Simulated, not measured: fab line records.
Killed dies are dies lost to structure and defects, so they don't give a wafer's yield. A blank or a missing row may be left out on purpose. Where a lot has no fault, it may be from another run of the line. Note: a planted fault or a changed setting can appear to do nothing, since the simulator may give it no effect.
Which tool is to blame? | flow gf180mcu | 30 wafers from 10 lots sampled at 4 of the route's 602 steps

WHAT THE GAUGES READ, wafer by wafer
GF_V5_BOW_MEAS_05.
lot  | measured     | on            | V5_BOW (um)
L168 | day 26 09:59 | film metro-02 | 139 140 134
L169 | day 26 21:30 | film metro-02 | 137 122 128
L170 | day 27 06:55 | film metro-01 | 133 135 135
L180 | day 30 07:16 | film metro-02 | 136 144 142 - - -
L181 | day 30 08:45 | film metro-04 | 140 139 142 - - -
L182 | day 30 16:29 | film metro-04 | 123 132 128
L184 | day 31 07:29 | film metro-01 | 126 132 137
L186 | day 31 13:24 | film metro-02 | 132 116 124
L189 | day 32 13:22 | film metro-01 | 135 138 135
L190 | day 32 18:16 | film metro-02 | 130 139 133

EACH LOT AND THE TOOL THAT RAN IT (in order: tool; ch and the chambers of the sampled wafers; start)
lot  | GF_V4_ETCH_16                      | GF_V5_CVD_02                    | GF_V5_CMP_04
L168 | rie diel-01 ch 0,3, day 24 12:05   | pecvd-04 ch 0,1,2, day 26 09:30 | cmp-01 ch 0,1,2, day 26 09:46
L169 | rie diel-03 ch 0,2,3, day 25 00:20 | pecvd-04 ch 0,1, day 26 20:59   | cmp-01 ch 0,2,3, day 26 21:15
L170 | rie diel-01 ch 2,3, day 25 09:25   | pecvd-03 ch 1,2, day 27 06:20   | cmp-01 ch 0,2, day 27 06:34
L180 | rie diel-03 ch 0,1,2, day 28 12:55 | pecvd-04 ch 0,1,2, day 30 06:46 | cmp-01 ch 0,3, day 30 06:56
L181 | rie diel-01 ch 1,3, day 28 16:18   | pecvd-03 ch 1,2, day 30 08:07   | cmp-01 ch 0,1,3, day 30 08:30
L182 | rie diel-02 ch 1,3, day 28 23:27   | pecvd-02 ch 0,1,2, day 30 15:59 | cmp-02 ch 2,3, day 30 16:12
L184 | rie diel-02 ch 0,1, day 29 14:54   | pecvd-04 ch 0,1,2, day 31 07:01 | cmp-02 ch 0,1, day 31 07:11
L186 | rie diel-02 ch 0,1,2, day 29 23:13 | pecvd-03 ch 0,1,2, day 31 12:55 | cmp-02 ch 0,2,3, day 31 13:05
L189 | rie diel-02 ch 0,3, day 31 00:36   | pecvd-03 ch 0,1,2, day 32 12:52 | cmp-02 ch 1,2,3, day 32 13:08
L190 | rie diel-01 ch 0,1,3, day 31 04:50 | pecvd-02 ch 0,2, day 32 17:46   | cmp-02 ch 0,1,3, day 32 18:04
- GF_V4_ETCH_16: etches BARC in N2/H2.
- GF_V5_CVD_02: deposits SiO2 from TEOS, target thk 1450 nm, time 163.28 s.
- GF_V5_CMP_04: polishes SiO2.

THE ANSWER, worked out from the rows above alone
Rule: the usual values come from the lots themselves. The widest of any qualifying gaps counts: lots, ordered by their means at a reading, are off when they make up no more than a third of the lots, leave a main group of 4 or more, and stand apart from it by 3 or more times the standard deviation of that group's means. If all means in a main group match to the digits the tables above print for the reading, that group is not used. A lot without any number at a reading at which 4 lots or more have one is off too. Any other lot the step has rows for is counted as sound.
No lot is off at any reading shown: from this, nothing can be told.

WHAT WAS PUT IN BY THE SIMULATOR
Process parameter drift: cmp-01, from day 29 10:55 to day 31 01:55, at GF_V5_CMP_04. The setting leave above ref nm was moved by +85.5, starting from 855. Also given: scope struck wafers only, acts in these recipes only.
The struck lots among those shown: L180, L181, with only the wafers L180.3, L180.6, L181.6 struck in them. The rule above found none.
